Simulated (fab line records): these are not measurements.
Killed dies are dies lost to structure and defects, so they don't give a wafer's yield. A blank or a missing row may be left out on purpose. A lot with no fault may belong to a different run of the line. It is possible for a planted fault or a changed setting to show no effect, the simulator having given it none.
Chamber matching	flow gf180mcu	GF_V1_CMP_04 on cmp-01: 4 sister chambers
The step polishes SiO2. 4 wafers are shown with their chamber, then 7 later ones without.

== WAFERS PAIRED WITH THEIR CHAMBERS ==
wafer	chamber	motor-current-A (A)
L131.1	2	10.7
L132.4	1	14.0
L133.5	0	11.3
L133.6	3	13.2

== WAFERS WITHOUT THEIR CHAMBER ==
wafer	motor-current-A (A)
L134.2	10.4
L134.3	14.0
L134.6	10.3
L143.1	13.8
L148.3	11.1
L148.5	10.2
L148.6	12.8

== CHAMBER TAKEN BY EACH ==
wafer	from the rows above	in truth
L134.2	can't be placed: 2 or 0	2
L134.3	1	1
L134.6	can't be placed: 2 or 0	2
L143.1	can't be placed: 1 or 3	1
L148.3	can't be placed: 0 or 2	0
L148.5	can't be placed: 2 or 0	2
L148.6	3	3
Correct placement for 2 of the 7. Can't be placed from these rows: 5 (the true chamber is among the candidates in 5). 0 placed wrongly.
How it was worked out, from the rows above alone: a wafer's distance from a chamber is the root of the sum, over the readings, of the square of ((its reading less the chamber's mean) divided by the reading's scatter). The wafer belongs to the nearest chamber; if the next one is less than 2 further off, it can't be placed. The mean given for a chamber averages the wafers shown for that chamber. The scatter: root of mean squared gap, hidden wafer to nearest shown wafer, with one shown wafer a chamber.
